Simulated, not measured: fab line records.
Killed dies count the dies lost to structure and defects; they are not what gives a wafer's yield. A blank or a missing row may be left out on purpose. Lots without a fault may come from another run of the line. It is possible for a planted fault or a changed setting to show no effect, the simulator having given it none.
One fault through the eyes of 2 desks / flow sky130 / what lay behind the numbers comes last; until then each desk has only its own

## THE TOOL OWNER'S DESK: rie-diel-01
The tool's own readings at SKY_POLY_CUT_ETCH_11 (etches Si3N4 in CF4/CH2F2/Ar, stops on poly-Si, time 42.5 s, target depth 60 nm): means of the sampled wafers that have a number, for each lot that ran on this tool. The brackets show how far a lot's mean lies from the usual mean; more than 4 standard deviations puts the lot out of limits, marked OUT.
Columns: A = drypump-motor-current-A at SKY_POLY_CUT_ETCH_11, usual 5.7 A; B = oes-product-au at SKY_POLY_CUT_ETCH_11, usual 0.832 a.u.; C = throttle-valve-pct at SKY_POLY_CUT_ETCH_11, usual 14.995 %
lot=L853; first seen here=day 28 09:17; A=5.6; B=0.832; C=14.994
lot=L855; first seen here=day 29 02:50; A=5.7; B=0.829; C=14.994
lot=L862; first seen here=day 32 03:23; A=5.7; B=0.827; C=14.999
This desk's finding: nothing out of limits on any of the 3 lots.

## AT THE METROLOGY DESK
What the gauges read, lot by lot, whatever tool the lot ran on: means of the sampled wafers that have a number. The brackets show how far a lot's mean lies from the usual mean; more than 4 standard deviations puts the lot out of limits, marked OUT.
Columns: A = cd-nm at SKY_POLY_CUT_CD_MEAS_08, usual 270.1 nm; B = POLY_CUT_OVL at SKY_POLY_CUT_OVL_MEAS_09, usual -2 nm; C = cd-nm at SKY_SD_P_CD_MEAS_07, usual 379.3 nm; D = SD_P_OVL at SKY_SD_P_OVL_MEAS_08, usual 0.8 nm; E = SD_P_TW at SKY_SD_P_TW_MEAS_11, usual 2833; F = RES_XHIGH_TW at SKY_RES_XHIGH_TW_MEAS_09, usual 1654
lot=L849; first seen here=day 27 06:11; A=270.0; B=-3; C=376.2; D=1.1; E=2893; F=1667
lot=L853; first seen here=day 28 09:05; A=269.0; B=-2; C=381.6; D=1.8; E=2882; F=1613
lot=L855; first seen here=day 29 02:38; A=269.1; B=1; C=381.7; D=-0.4; E=2872; F=1642
lot=L861; first seen here=day 31 10:53; A=270.6; B=0; C=379.1; D=0.7; E=2842; F=1652
lot=L862; first seen here=day 32 03:13; A=269.0; B=0; C=380.3; D=1.4; E=2875; F=1667
lot=L864; first seen here=day 32 22:26; A=271.5; B=-1; C=376.4; D=2.8; E=2878; F=1666
This desk's finding: nothing out of limits on any of the 6 lots.

## ALL TOGETHER
Nothing out of limits was seen by the tool owner's desk.
From the metrology desk's view, nothing was out of limits.

## WHAT HAD BEEN PUT IN BY THE SIMULATOR
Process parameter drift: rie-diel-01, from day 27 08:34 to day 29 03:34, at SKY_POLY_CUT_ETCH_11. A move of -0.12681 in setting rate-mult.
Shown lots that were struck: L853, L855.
